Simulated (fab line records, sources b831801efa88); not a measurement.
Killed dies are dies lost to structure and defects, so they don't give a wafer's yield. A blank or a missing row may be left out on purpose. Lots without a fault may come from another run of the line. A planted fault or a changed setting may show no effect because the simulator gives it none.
fab line records | flow sky130
record lots=5 wafers=15 last_day=50
route steps=708 shown LDD_LDN@292 SPACER@304 POLY_CUT@307 SD_P@320 RES_XHIGH@332 SALICIDE@361 PAD_OPEN@708
lots that met no fault: from a run of the same line without faults
start_h: hours from the record's first day to the start of the lot's first wafer shown | wait_h: hours since the lot's step before | " the same as in the row above | L1.1+2: a row that stands for several wafers | - no value, or no start given | * or withheld: withheld | < > ~ a bound
route shown NAME@n: a module of which the file shows steps, and the number in the route of the first | usual: mean/standard deviation of fault-free wafers | same: alike in all rows | chamber/n: place in a boat | sites: the reading at each site | _std_site: their standard deviation | _edge_site: outer sites' mean less inner sites' | radius_mm: how far each site lies from the wafer's centre | mask NAME#n: copy n | behind: the tool/chamber that last shaped the wafer | hold: why the lot was held/for how many hours/how that ended | device: the transistor (n, p or np) that didn't switch | end of line: the same wafers' tests at the end of the route | a step without rows: its recipe alone | killed: dies lost to structure and defects at the first sort, not the wafer's yield | map: a wafer's dies, x killed, . not, _ none there
set.NAME: the setting as run; set.NAME@STEP: as run at that earlier step | model.NAME: the simulator's own value behind a step, which no gauge read
lots at some steps of the route; a table a step, a row a wafer
services: from which hour (start_h, from the record's first day; less than 0 if before it) a tool's chamber was out of use, for how many hours, and why
## steps
# step SKY_LDD_LDN_SOFTBAKE_03
# recipe temp_c=90 time_s=60 resist=NOVOLAK
# step SKY_LDD_LDN_EXPOSE_04
# recipe mask_id=LDNTM na=0.6 source_shape=conventional sigma_outer=0.6 polarization=unpolarized target_cd_nm=700 dose_mj=140
# step SKY_LDD_LDN_PEB_05
# recipe temp_c=withheld time_s=* resist=NOVOLAK
# step SKY_LDD_LDN_DEVELOP_06
# recipe resist=NOVOLAK developer=TMAH develop_time_s=60 dev_temp_c=23
# step SKY_LDD_LDN_OVL_MEAS_07
# usual LDD_LDN_OVL=0.7/1.3
# columns lot.wafer tool chamber start_h wait_h LDD_LDN_OVL[nm]
L551.1 overlay-02 - 516.71 0.1 0.5
L551.3 " - " " 1.0
L551.6 " - " " 0.8
L554.3 overlay-02 - 547.02 0.1 0.3
L554.4 " - " " 1.7
L554.6 " - " " -0.3
L563.2 overlay-02 - 643.81 0.1 -1.1
L563.4 " - " " -0.8
L563.6 " - " " -0.9
L569.1 overlay-02 - 695.60 0.1 0.5
L569.2 " - " " 0.4
L569.6 " - " " 0.6
L573.1 overlay-02 - 712.06 0.1 0.1
L573.5 " - " " -0.6
L573.6 " - " " 0.7
# step SKY_LDD_LDN_IMPLANT_08
# recipe species=As energy_kev=15 dose_cm2=1.25e+13 tilt_deg=withheld rotation_deg=23
# step SKY_LDD_LDN_IMPLANT_09
# recipe species=As energy_kev=15 dose_cm2=1.25e+13 tilt_deg=withheld rotation_deg=113
# step SKY_LDD_LDN_IMPLANT_10
# recipe species=As energy_kev=15 dose_cm2=1.25e+13 tilt_deg=withheld rotation_deg=203
# step SKY_LDD_LDN_IMPLANT_11
# recipe species=As energy_kev=15 dose_cm2=1.25e+13 tilt_deg=withheld rotation_deg=293
# step SKY_LDD_LDN_STRIP_12
# recipe chemistry=O2/N2 power_w=1400 pressure_mtorr=1500 platen_temp_c=withheld o2_flow_sccm=3000 n2_flow_sccm=300 overash_fraction=0.5
# usual drypump_motor_current_A=5.8/0.61 oes_product_au=0.716/0.0043 strip_time_to_endpoint_s=14.17/0.035
# columns lot.wafer tool chamber start_h wait_h drypump_motor_current_A oes_product_au rf_hours_counter_h strip_time_to_endpoint_s
L551.1 plasma_asher-03 0 517.34 0.1 6.1 0.718 84 14.19
L551.3 " 0 " " 6.1 0.722 - 14.19
L551.6 " 1 " " 6.0 0.718 - 14.18
L554.3 plasma_asher-01 0 547.68 0.1 5.7 0.713 - 14.16
L554.4 " 1 " " 4.8 0.716 - 14.16
L554.6 " 1 " " 4.8 0.723 - 14.17
L563.2 plasma_asher-04 0 644.44 0.1 6.8 0.714 22 14.13
L563.4 " 1 " " 5.8 0.715 - 14.17
L563.6 " 1 " " 5.8 0.708 - 14.11
L569.1 plasma_asher-01 0 696.24 0.1 5.8 0.722 57 14.17
L569.2 " 1 " " 4.8 0.710 57 14.19
L569.6 " 0 " " 5.8 0.712 - 14.24
L573.1 plasma_asher-01 0 712.69 0.1 5.8 0.719 58 14.17
L573.5 " 1 " " 4.8 0.715 - 14.18
L573.6 " 0 " " 5.8 0.713 - 14.14
# step SKY_LDD_LDN_TW_MEAS_13
# usual LDD_LDN_TW=1483/7.5
# columns lot.wafer tool chamber start_h wait_h LDD_LDN_TW
L551.1 film_metro-04 - 517.44 0.1 1487
L551.3 " - " " 1485
L551.6 " - " " 1485
L554.3 film_metro-03 - 547.76 0.1 1490
L554.4 " - " " 1484
L554.6 " - " " 1489
L563.2 film_metro-03 - 644.55 0.1 1493
L563.4 " - " " 1492
L563.6 " - " " 1495
L569.1 film_metro-02 - 696.34 0.1 1490
L569.2 " - " " 1475
L569.6 " - " " 1479
L573.1 film_metro-03 - 712.79 0.1 1481
L573.5 " - " " 1482
L573.6 " - " " 1482
# step SKY_LDD_LDN_CLEAN_14
# recipe chemistry=SC1/SC2 mix=1:4:20 temp_c=70 time_s=150 dry=n2_spin
# step SKY_SPACER_CVD_00
# recipe material=Si3N4 precursor=DCS/NH3 target_thk_nm=43.1 temp_c=770 time_s=740 pressure_mtorr=250
# usual spike_tc_lower_C=770.3/0.9 spike_tc_upper_C=770.5/1.4 susceptor_temp_C=770.1/0.34
# columns lot.wafer tool chamber start_h wait_h spike_tc_lower_C spike_tc_upper_C susceptor_temp_C model.Si3N4_of_SPACER_CVD_00.thk_nm
L551.1 lpcvd-02 0 519.88 2.3 770.4 771.1 770.2 43.65
L551.3 " 0 " " 769.9 772.4 770.4 43.96
L551.6 " 0 " " 769.6 773.1 770.3 43.41
L554.3 lpcvd-02 0 547.90 0.0 769.7 770.4 770.2 42.8
L554.4 " 0 " " 771.1 774.0 770.0 42.23
L554.6 " 0 " " 770.1 771.8 770.5 42.67
L563.2 lpcvd-02 1 644.91 0.3 770.6 770.6 770.0 43.29
L563.4 " 1 " " 771.2 768.8 769.9 43.7
L563.6 " 1 " " 769.3 770.1 770.2 43.36
L569.1 lpcvd-02 1 696.45 0.0 768.1 765.8 766.1 39.94
L569.2 " 1 " " 764.0 765.4 766.3 39.99
L569.6 " 1 " " 766.1 765.2 766.2 39.94
L573.1 lpcvd-02 0 714.55 1.6 770.5 772.1 770.1 43.38
L573.5 " 0 " " 769.9 772.9 770.0 43.41
L573.6 " 0 " " 770.1 772.3 770.7 43.31
# step SKY_SPACER_THK_MEAS_01
# recipe reads=Si3N4_of_SPACER_CVD_00
# usual SPACER_CVD_00_THK=43.1/0.42
# columns lot.wafer tool chamber start_h wait_h hold SPACER_CVD_00_THK[nm]
L551.1 film_metro-01 - 521.69 0.0 - 43.6
L551.3 " - " " - 43.9
L551.6 " - " " - 43.4
L554.3 film_metro-02 - 549.73 0.0 - 42.7
L554.4 " - " " - 42.2
L554.6 " - " " - 42.7
L563.2 film_metro-02 - 646.12 0.0 - 43.2
L563.4 " - " " - 43.7
L563.6 " - " " - 43.4
L569.1 film_metro-04 - 697.66 0.0 await_dispo/0.2h/release 39.9
L569.2 " - " " await_dispo/0.2h/release 40.0
L569.6 " - " " await_dispo/0.2h/release 39.9
L569.1 film_metro-04 - 697.88 0.2 - 39.9
L569.2 " - " " - 40.0
L569.6 " - " " - 39.9
L573.1 film_metro-04 - 715.75 0.0 - 43.4
L573.5 " - " " - 43.4
L573.6 " - " " - 43.3
# step SKY_SPACER_ETCHBACK_02
# recipe chemistry=CH3F/O2 target=Si3N4 stop_on=SiO2 source_w=400 bias_w=80 pressure_mtorr=25 ch3f_flow_sccm=40 O2_flow_sccm=30 time_s=46.7 target_depth_a=450
# usual drypump_motor_current_A=5.7/0.44 oes_product_au=0.855/0.0065 throttle_valve_pct=10.562/0.0092
# columns lot.wafer tool chamber start_h wait_h hold drypump_motor_current_A oes_product_au rf_hours_counter_h throttle_valve_pct model.etch.depth_nm
L551.1 rie_diel-02 0 521.75 0.1 - 5.2 0.863 11 10.581 43.65
L551.3 " 1 " " - 5.6 0.861 8 10.565 43.96
L551.6 " 1 " " - 5.7 0.853 - 10.562 43.41
L554.3 rie_diel-02 2 549.77 0.0 - 5.5 0.849 14 10.564 42.8
L554.4 " 1 " " - 5.7 0.846 8 10.568 42.23
L554.6 " 2 " " - 5.5 0.850 - 10.578 42.67
L563.2 rie_diel-04 1 646.17 0.0 - 5.2 0.864 0 10.554 43.29
L563.4 " 0 " " - 6.2 0.871 9 10.555 43.7
L563.6 " 1 " " - 5.2 0.861 - 10.554 43.36
L569.1 rie_diel-01 0 700.56 2.7 await_dispo/2.6h/release 5.9 0.817 18 10.561 39.94
L569.2 " 1 " " await_dispo/2.6h/release 6.7 0.819 2 10.549 39.99
L569.6 " 1 " " await_dispo/2.6h/release 6.6 0.818 - 10.569 39.94
L573.1 rie_diel-02 1 715.81 0.1 - 5.7 0.854 11 10.544 43.38
L573.5 " 3 " " - 6.2 0.854 - 10.540 43.41
L573.6 " 2 " " - 5.5 0.858 - 10.554 43.31
# step SKY_POLY_CUT_DEHYDRATE_00
# recipe temp_c=200 time_s=60
# step SKY_POLY_CUT_HMDS_01
# recipe prime_time_s=60 prime_temp_c=120
# step SKY_POLY_CUT_COAT_02
# recipe resist=BARC temp_c=withheld time_s=withheld spin_rpm=3000 resist_thk_nm=60
# step SKY_POLY_CUT_COAT_03
# recipe resist=KrF-thick spin_rpm=3000 resist_thk_nm=450
# step SKY_POLY_CUT_SOFTBAKE_04
# recipe temp_c=100 time_s=90 resist=KrF-thick
# step SKY_POLY_CUT_EXPOSE_05
# recipe mask_id=NPCM na=0.8 source_shape=annular sigma_inner=0.55 sigma_outer=0.85 target_cd_nm=270 dose_mj=32
# step SKY_POLY_CUT_PEB_06
# recipe peb_temp_c=withheld peb_time_s=withheld resist=KrF-thick
# step SKY_POLY_CUT_DEVELOP_07
# recipe develop_time_s=60 resist=KrF-thick dev_temp_c=21
# step SKY_POLY_CUT_CD_MEAS_08
# recipe target_cd_nm=270
# usual cd_nm=270.2/1.5
# columns lot.wafer tool chamber start_h wait_h cd_nm
L551.1 cd_sem-02 - 552.20 - 271.2
L551.3 " - " " 271.6
L551.6 " - " " 270.5
L554.3 cd_sem-02 - 578.79 - 269.1
L554.4 " - " " 268.7
L554.6 " - " " 268.3
L563.2 cd_sem-01 - 674.27 - 268.6
L563.4 " - " " 267.3
L563.6 " - " " 269.1
L569.1 cd_sem-02 - 725.70 - 271.8
L569.2 " - " " 271.8
L569.6 " - " " 273.1
L573.1 cd_sem-02 - 743.80 - 266.7
L573.5 " - " " 266.9
L573.6 " - " " 268.6
# step SKY_POLY_CUT_OVL_MEAS_09
# usual POLY_CUT_OVL=2/6.3
# columns lot.wafer tool chamber start_h wait_h POLY_CUT_OVL[nm]
L551.1 overlay-01 - 552.32 0.1 -3
L551.3 " - " " 1
L551.6 " - " " 4
L554.3 overlay-01 - 578.88 0.1 13
L554.4 " - " " 13
L554.6 " - " " 10
L563.2 overlay-02 - 674.37 0.1 1
L563.4 " - " " 1
L563.6 " - " " -2
L569.1 overlay-01 - 725.82 0.1 16
L569.2 " - " " 10
L569.6 " - " " 12
L573.1 overlay-02 - 743.92 0.1 3
L573.5 " - " " 3
L573.6 " - " " 0
# step SKY_POLY_CUT_ETCH_10
# recipe chemistry=N2/H2 target=BARC ion_energy_ev=200 source_w=500 bias_w=100 pressure_mtorr=30 n2_flow_sccm=100 h2_flow_sccm=200 stop_on=SiO2 time_s=45.9 target_depth_a=600
# usual drypump_motor_current_A=5.6/0.44 oes_product_au=0.853/0.0046 throttle_valve_pct=13.226/0.0089
# columns lot.wafer tool chamber start_h wait_h drypump_motor_current_A oes_product_au rf_hours_counter_h throttle_valve_pct
L551.1 rie_diel-03 0 552.36 0.0 4.9 0.851 60 13.204
L551.3 " 3 " " 4.7 0.853 9 13.222
L551.6 " 0 " " 4.9 0.842 - 13.215
L554.3 rie_diel-03 2 578.90 0.0 5.6 0.850 14 13.225
L554.4 " 0 " " 4.9 0.857 61 13.233
L554.6 " 3 " " 4.7 0.862 - 13.230
L563.2 rie_diel-02 0 674.40 0.0 5.2 0.857 14 13.221
L563.4 " 1 " " 5.7 0.847 10 13.229
L563.6 " 0 " " 5.2 0.850 - 13.238
L569.1 rie_diel-04 0 725.86 0.0 6.2 0.856 11 13.219
L569.2 " 2 " " 5.7 0.857 5 13.222
L569.6 " 1 " " 5.2 0.853 - 13.236
L573.1 rie_diel-04 0 743.96 0.0 6.2 0.850 11 13.225
L573.5 " 0 " " 6.2 0.849 - 13.250
L573.6 " 3 " " 5.7 0.849 - 13.244
# step SKY_POLY_CUT_ETCH_11
# recipe target=Si3N4 chemistry=CF4/CH2F2/Ar stop_on=poly-Si source_w=600 bias_w=150 pressure_mtorr=40 cf4_flow_sccm=40 ch2f2_flow_sccm=20 Ar_flow_sccm=150 time_s=42.5 target_depth_a=600
# usual drypump_motor_current_A=5.6/0.44 oes_product_au=0.829/0.0063 throttle_valve_pct=14.994/0.0095
# columns lot.wafer tool chamber start_h wait_h drypump_motor_current_A oes_product_au rf_hours_counter_h throttle_valve_pct
L551.1 rie_diel-03 0 552.40 0.0 5.0 0.834 60 14.996
L551.3 " 3 " " 4.7 0.824 9 14.993
L551.6 " 0 " " 5.0 0.829 - 14.999
L554.3 rie_diel-03 2 578.95 0.0 5.7 0.823 14 14.988
L554.4 " 0 " " 5.0 0.833 61 15.011
L554.6 " 3 " " 4.7 0.822 - 14.989
L563.2 rie_diel-02 0 674.45 0.0 5.2 0.830 14 14.980
L563.4 " 1 " " 5.7 0.832 10 14.990
L563.6 " 0 " " 5.2 0.838 - 14.991
L569.1 rie_diel-04 0 725.90 0.0 6.2 0.838 11 14.986
L569.2 " 2 " " 5.6 0.838 5 15.010
L569.6 " 1 " " 5.3 0.832 - 15.001
L573.1 rie_diel-04 0 744.00 0.0 6.2 0.820 11 15.007
L573.5 " 0 " " 6.2 0.824 - 14.977
L573.6 " 3 " " 5.6 0.824 - 14.990
# step SKY_POLY_CUT_STRIP_12
# recipe chemistry=O2/N2 power_w=1400 pressure_mtorr=1500 platen_temp_c=withheld o2_flow_sccm=3000 n2_flow_sccm=300 overash_fraction=0.5
# usual drypump_motor_current_A=5.8/0.51 oes_product_au=0.452/0.0055 strip_time_to_endpoint_s=5.350/0.017
# columns lot.wafer tool chamber start_h wait_h drypump_motor_current_A oes_product_au rf_hours_counter_h strip_time_to_endpoint_s
L551.1 plasma_asher-01 0 552.44 0.0 5.8 0.451 43 5.368
L551.3 " 1 " " 4.8 0.457 - 5.378
L551.6 " 0 " " 5.8 0.452 - 5.356
L554.3 plasma_asher-03 1 579.02 0.1 6.0 0.454 - 5.363
L554.4 " 0 " " 6.1 0.447 - 5.358
L554.6 " 0 " " 6.1 0.453 - 5.353
L563.2 plasma_asher-01 1 674.49 0.0 4.8 0.448 55 5.366
L563.4 " 0 " " 5.8 0.454 - 5.345
L563.6 " 0 " " 5.7 0.458 - 5.342
L569.1 plasma_asher-02 0 725.94 0.0 6.4 0.452 88 5.362
L569.2 " 1 " " 6.0 0.447 88 5.353
L569.6 " 1 " " 6.0 0.456 - 5.334
L573.1 plasma_asher-02 1 744.04 0.0 6.0 0.462 90 5.359
L573.5 " 1 " " 6.0 0.447 - 5.342
L573.6 " 0 " " 6.4 0.452 - 5.372
# step SKY_SD_P_DEHYDRATE_00
# recipe temp_c=200 time_s=60
# step SKY_SD_P_HMDS_01
# recipe prime_time_s=60 prime_temp_c=120
# step SKY_SD_P_COAT_02
# recipe resist=NOVOLAK spin_rpm=3000 resist_thk_nm=1140
# step SKY_SD_P_SOFTBAKE_03
# recipe temp_c=90 time_s=60 resist=NOVOLAK
# step SKY_SD_P_EXPOSE_04
# recipe mask_id=PSDM na=0.6 source_shape=conventional sigma_outer=0.6 polarization=unpolarized target_cd_nm=380 dose_mj=138
# step SKY_SD_P_PEB_05
# recipe temp_c=withheld time_s=* resist=NOVOLAK
# step SKY_SD_P_DEVELOP_06
# recipe resist=NOVOLAK developer=TMAH develop_time_s=60 dev_temp_c=23
# step SKY_SD_P_CD_MEAS_07
# recipe target_cd_nm=380
# usual cd_nm=379.9/3
# columns lot.wafer tool chamber start_h wait_h cd_nm
L551.1 cd_sem-02 - 581.90 0.1 378.4
L551.3 " - " " 379.1
L551.6 " - " " 378.0
L554.3 cd_sem-02 - 607.24 0.1 382.7
L554.4 " - " " 381.3
L554.6 " - " " 380.3
L563.2 cd_sem-02 - 702.77 0.1 376.3
L563.4 " - " " 375.6
L563.6 " - " " 376.4
L569.1 cd_sem-01 - 752.85 0.1 379.7
L569.2 " - " " 380.3
L569.6 " - " " 380.8
L573.1 cd_sem-01 - 771.35 0.1 381.9
L573.5 " - " " 384.1
L573.6 " - " " 383.9
# step SKY_SD_P_OVL_MEAS_08
# usual SD_P_OVL=-0.1/1.2
# columns lot.wafer tool chamber start_h wait_h SD_P_OVL[nm]
L551.1 overlay-02 - 582.02 0.1 0.8
L551.3 " - " " -0.7
L551.6 " - " " -0.2
L554.3 overlay-02 - 607.33 0.1 1.3
L554.4 " - " " 0.8
L554.6 " - " " -0.3
L563.2 overlay-02 - 702.87 0.1 -2.1
L563.4 " - " " -3.0
L563.6 " - " " -2.0
L569.1 overlay-02 - 752.97 0.1 1.3
L569.2 " - " " 1.1
L569.6 " - " " 1.2
L573.1 overlay-01 - 771.47 0.1 0.2
L573.5 " - " " -0.5
L573.6 " - " " 1.0
# step SKY_SD_P_IMPLANT_09
# recipe species=BF2 energy_kev=20 dose_cm2=3e+15 tilt_deg=0
# step SKY_SD_P_STRIP_10
# recipe chemistry=O2/N2 power_w=1400 pressure_mtorr=1500 platen_temp_c=withheld o2_flow_sccm=3000 n2_flow_sccm=300 overash_fraction=0.5
# usual drypump_motor_current_A=6.2/0.33 oes_product_au=0.618/0.0043 strip_time_to_endpoint_s=17.51/0.035
# columns lot.wafer tool chamber start_h wait_h drypump_motor_current_A oes_product_au rf_hours_counter_h strip_time_to_endpoint_s
L551.1 plasma_asher-03 1 582.21 0.1 6.0 0.617 90 17.46
L551.3 " 1 " " 6.0 0.623 - 17.46
L551.6 " 1 " " 6.0 0.617 - 17.47
L554.3 plasma_asher-04 1 607.54 0.1 5.8 0.614 - 17.52
L554.4 " 0 " " 6.9 0.622 - 17.51
L554.6 " 1 " " 5.8 0.612 - 17.54
L563.2 plasma_asher-03 0 703.05 0.1 6.1 0.619 102 17.52
L563.4 " 0 " " 6.1 0.623 - 17.54
L563.6 " 0 " " 6.1 0.618 - 17.56
L569.1 plasma_asher-02 0 753.16 0.1 6.4 0.617 91 17.53
L569.2 " 1 " " 6.0 0.612 91 17.48
L569.6 " 1 " " 6.0 0.622 - 17.52
L573.1 plasma_asher-04 0 771.66 0.1 6.8 0.619 37 17.52
L573.5 " 1 " " 5.8 0.619 - 17.46
L573.6 " 0 " " 6.8 0.616 - 17.52
# step SKY_SD_P_TW_MEAS_11
# usual SD_P_TW=2832/15
# columns lot.wafer tool chamber start_h wait_h SD_P_TW
L551.1 film_metro-04 - 582.31 0.1 2809
L551.3 " - " " 2818
L551.6 " - " " 2808
L554.3 film_metro-03 - 607.63 0.1 2816
L554.4 " - " " 2810
L554.6 " - " " 2818
L563.2 film_metro-03 - 703.16 0.1 2843
L563.4 " - " " 2818
L563.6 " - " " 2832
L569.1 film_metro-01 - 753.26 0.1 2851
L569.2 " - " " 2842
L569.6 " - " " 2840
L573.1 film_metro-01 - 771.76 0.1 2826
L573.5 " - " " 2820
L573.6 " - " " 2819
# step SKY_RES_XHIGH_DEHYDRATE_00
# recipe temp_c=200 time_s=60
# step SKY_RES_XHIGH_HMDS_01
# recipe prime_time_s=60 prime_temp_c=120
# step SKY_SALICIDE_CLEAN_00
# recipe chemistry=HF-last time_s=30 dilution=100:1 dry=ipa_marangoni
# columns lot.wafer tool chamber start_h wait_h model.Si3N4_of_SPACER_CVD_00.thk_nm
L551.1 wet_bench-04 0 641.42 0.1 42.68
L551.3 " 0 " " 42.99
L551.6 " 0 " " 42.43
L554.3 wet_bench-04 3 665.05 0.1 41.83
L554.4 " 3 " " 41.27
L554.6 " 3 " " 41.71
L563.2 wet_bench-02 0 759.95 0.1 42.3
L563.4 " 0 " " 42.7
L563.6 " 0 " " 42.37
L569.1 wet_bench-01 0 808.11 0.1 38.97
L569.2 " 0 " " 39.02
L569.6 " 0 " " 38.98
L573.1 wet_bench-01 3 825.20 0.1 42.39
L573.5 " 3 " " 42.41
L573.6 " 3 " " 42.32
# step SKY_PAD_OPEN_PROBE_99
# usual killed_at_M0_to_M3=43/6.7 killed_at_M4_up=3.2/1.8 killed_at_contacts=25/5.2 killed_at_front_end=15/4.4 killed_at_other=0.2/0.4 killed_dies=87/9.3 killed_open=48/7.1 killed_short=39/6
# same gross_dies=492 killed_at_back_side=0
# columns lot.wafer tool chamber start_h wait_h killed_at_M0_to_M3 killed_at_M4_up killed_at_contacts killed_at_front_end killed_at_other killed_dies killed_open killed_short model.etest.sonos_uncharged.r_on_ohm_um
L551.1 prober-01 - 1078.25 0.1 43 3 21 23 1 91 47 44 779.8
L551.3 prober-01 - 1078.35 0.2 28 2 28 18 0 76 48 28 807
L551.6 prober-01 - 1078.50 0.2 48 0 26 16 0 90 54 36 804.8
L554.3 prober-02 - 1086.92 0.2 53 4 28 16 0 101 56 45 801.3
L554.4 prober-02 - 1086.97 0.2 33 4 27 10 0 74 36 38 811.5
L554.6 prober-02 - 1087.07 0.2 34 4 21 23 0 82 38 44 806.4
L563.2 prober-02 - 1155.41 0.1 54 1 30 13 0 98 58 40 817.9
L563.4 prober-02 - 1155.51 0.2 46 4 17 15 0 82 36 46 811.5
L563.6 prober-02 - 1155.61 0.2 42 1 22 18 0 83 41 42 815.3
L569.1 prober-01 - 1185.30 0.1 36 4 28 18 0 86 44 42 793.4
L569.2 prober-01 - 1185.35 0.1 36 3 27 15 0 81 49 32 799.4
L569.6 prober-01 - 1185.55 0.2 51 3 30 8 0 92 52 40 788.1
L573.1 prober-01 - 1199.92 0.1 45 5 16 13 0 79 31 48 836.5
L573.5 prober-01 - 1200.12 0.2 30 5 25 10 1 71 43 28 827.7
L573.6 prober-01 - 1200.17 0.2 47 4 23 12 0 86 50 36 826
# killed by level:class
L551.1 VIA1:geometric_particle:open=9 VIA2:geometric_particle:open=7 POLY_GATE:geometric_particle:open=7 POLY_GATE:geometric_particle:short=7 METAL2:geometric_particle:short=7 LI_CONTACT:geometric_particle:open=6 CONTACT:geometric_particle:open=6 FIELD_ISO:geometric_particle:open=5
L551.3 LI_CONTACT:geometric_particle:open=10 CONTACT:geometric_particle:open=10 VIA1:geometric_particle:open=7 FIELD_ISO:geometric_particle:open=6 VIA2:geometric_particle:open=6 VIA3:geometric_particle:open=5 FIELD_ISO:geometric_particle:short=4 CONTACT:geometric_particle:short=4
L551.6 VIA1:geometric_particle:open=13 CONTACT:geometric_particle:open=10 VIA3:geometric_particle:open=7 FIELD_ISO:geometric_particle:open=6 LOCAL_INTERCONNECT:geometric_particle:short=6 FIELD_ISO:geometric_particle:short=5 LI_CONTACT:geometric_particle:open=5 VIA1:geometric_particle:short=5
L554.3 VIA2:geometric_particle:open=12 VIA1:geometric_particle:open=9 LI_CONTACT:geometric_particle:open=8 CONTACT:geometric_particle:open=8 VIA1:geometric_particle:short=8 METAL3:geometric_particle:short=7 POLY_GATE:geometric_particle:open=6 CONTACT:geometric_particle:short=6
L554.4 CONTACT:geometric_particle:open=15 METAL1:geometric_particle:short=9 METAL2:geometric_particle:short=6 VIA3:geometric_particle:open=5 CONTACT:geometric_particle:short=4 LI_CONTACT:geometric_particle:open=4 METAL4:geometric_particle:short=4 POLY_GATE:geometric_particle:open=3
L554.6 VIA1:geometric_particle:open=11 POLY_GATE:geometric_particle:short=8 POLY_GATE:geometric_particle:open=7 CONTACT:geometric_particle:short=5 CONTACT:geometric_particle:open=5 METAL1:geometric_particle:short=5 LOCAL_INTERCONNECT:geometric_particle:short=4 METAL4:geometric_particle:short=4
L563.2 CONTACT:geometric_particle:open=16 VIA1:geometric_particle:open=12 VIA2:geometric_particle:open=9 VIA1:geometric_particle:short=7 VIA3:geometric_particle:open=7 METAL2:geometric_particle:short=6 METAL1:geometric_particle:short=5 POLY_GATE:geometric_particle:open=4
L563.4 METAL1:geometric_particle:short=11 VIA1:geometric_particle:open=9 CONTACT:geometric_particle:short=7 METAL2:geometric_particle:short=7 POLY_GATE:geometric_particle:open=6 LOCAL_INTERCONNECT:geometric_particle:short=5 VIA3:geometric_particle:open=5 VIA1:geometric_particle:short=4
L563.6 VIA1:geometric_particle:open=12 CONTACT:geometric_particle:open=9 VIA1:geometric_particle:short=9 FIELD_ISO:geometric_particle:short=6 METAL2:geometric_particle:short=6 FIELD_ISO:geometric_particle:open=4 POLY_GATE:geometric_particle:short=4 LI_CONTACT:geometric_particle:open=4
L569.1 CONTACT:geometric_particle:open=9 FIELD_ISO:geometric_particle:short=8 VIA1:geometric_particle:open=8 CONTACT:geometric_particle:short=7 VIA2:geometric_particle:open=7 LI_CONTACT:geometric_particle:open=5 METAL1:geometric_particle:short=5 FIELD_ISO:geometric_particle:open=4
L569.2 VIA1:geometric_particle:open=13 CONTACT:geometric_particle:open=12 LI_CONTACT:geometric_particle:open=8 CONTACT:geometric_particle:short=5 VIA3:geometric_particle:open=5 FIELD_ISO:geometric_particle:short=4 VIA3:geometric_particle:short=4 VIA2:geometric_particle:open=4
L569.6 VIA1:geometric_particle:open=13 CONTACT:geometric_particle:open=12 VIA2:geometric_particle:open=8 LI_CONTACT:geometric_particle:open=7 METAL1:geometric_particle:short=6 LI_CONTACT:geometric_particle:short=5 CONTACT:geometric_particle:short=5 VIA1:geometric_particle:short=5
L573.1 VIA1:geometric_particle:open=10 METAL1:geometric_particle:short=7 METAL2:geometric_particle:short=5 CONTACT:geometric_particle:open=5 VIA1:geometric_particle:short=5 METAL4:geometric_particle:short=5 POLY_GATE:geometric_particle:short=4 LOCAL_INTERCONNECT:geometric_particle:short=4
L573.5 CONTACT:geometric_particle:open=10 VIA3:geometric_particle:open=8 VIA1:geometric_particle:open=7 LI_CONTACT:geometric_particle:open=6 CONTACT:geometric_particle:short=5 POLY_GATE:geometric_particle:short=4 VIA1:geometric_particle:short=4 VIA2:geometric_particle:open=4
L573.6 VIA1:geometric_particle:open=18 VIA1:geometric_particle:short=7 LI_CONTACT:geometric_particle:open=7 LOCAL_INTERCONNECT:geometric_particle:short=7 VIA3:geometric_particle:open=6 CONTACT:geometric_particle:open=6 VIA2:geometric_particle:open=5 METAL1:geometric_particle:short=4
## services
# columns tool chamber start_h hours kind
rie_diel-04 - 494.12 0.5 repair
rie_diel-03 2 512.11 4.5 repair
rie_diel-02 0 539.46 1.8 repair
rie_diel-02 1 578.20 10.3 repair
rie_diel-03 - 589.47 1.8 repair
plasma_asher-01 - 596.70 0.6 repair
rie_diel-03 1 598.71 8.8 repair
plasma_asher-03 - 600.70 3.1 repair
rie_diel-04 - 607.64 2.8 pm
plasma_asher-01 - 623.35 2.8 pm
plasma_asher-01 - 626.14 0.9 repair
lpcvd-02 - 628.56 0.9 repair
rie_diel-04 0 628.92 2.9 repair
rie_diel-02 0 642.07 5.4 repair
plasma_asher-01 - 642.90 2.5 repair
rie_diel-03 - 643.14 2.8 pm
plasma_asher-03 - 645.60 4.1 pm
plasma_asher-01 - 680.19 1.2 repair
plasma_asher-01 - 703.49 2.3 repair
plasma_asher-01 - 737.52 46.0 pm
rie_diel-02 1 761.09 4.0 repair
rie_diel-02 - 765.74 0.1 repair
rie_diel-02 - 772.53 2.8 pm
lpcvd-02 - 796.84 0.9 repair
## key
first_sign step=SKY_SPACER_CVD_00 reading=susceptor_temp_C direction=down sigmas=12 usual=* struck=*
effect step=SKY_SPACER_CVD_00 reading=spike_tc_lower_C direction=down sigmas=4.7 usual=770.3 struck=766.1
effect step=SKY_SPACER_THK_MEAS_01 reading=visit direction=added
effect step=SKY_SPACER_THK_MEAS_01 reading=SPACER_CVD_00_THK direction=down sigmas=7.5 usual=43.1 struck=39.9
effect step=SKY_SPACER_ETCHBACK_02 reading=oes_product_au direction=down sigmas=5.7 usual=0.855 struck=0.818
model_effect step=SKY_SPACER_CVD_00 value=Si3N4_of_SPACER_CVD_00.thk_nm without=42.98 struck=39.96
model_effect step=SKY_SPACER_ETCHBACK_02 value=etch.depth_nm without=42.98 struck=39.96
model_effect step=SKY_SALICIDE_CLEAN_00 value=Si3N4_of_SPACER_CVD_00.thk_nm without=42.02 struck=38.99
model_effect step=SKY_PAD_OPEN_PROBE_99 value=etest.sonos_uncharged.r_on_ohm_um without=811.2 struck=793.6
met_at SKY_SPACER_CVD_00
struck_wafers L569.1,L569.2,L569.6
tester_left_out L569
onset_between 644.91 696.45
fault kind=process_parameter_drift tool=lpcvd-02 chamber=1 onset_h=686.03 steps=SKY_SPACER_CVD_00 channel=temp_c offset=* shape=step end_h=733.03 acts_in=* stated=*
# tester_left_out: of these lots the tester's yield and bins aren't shown, on N5 and GAA mostly nor the transistor test; their killed dies are dies lost to structure and defects alone, not to doping, threshold or leakage, so they don't give the yield
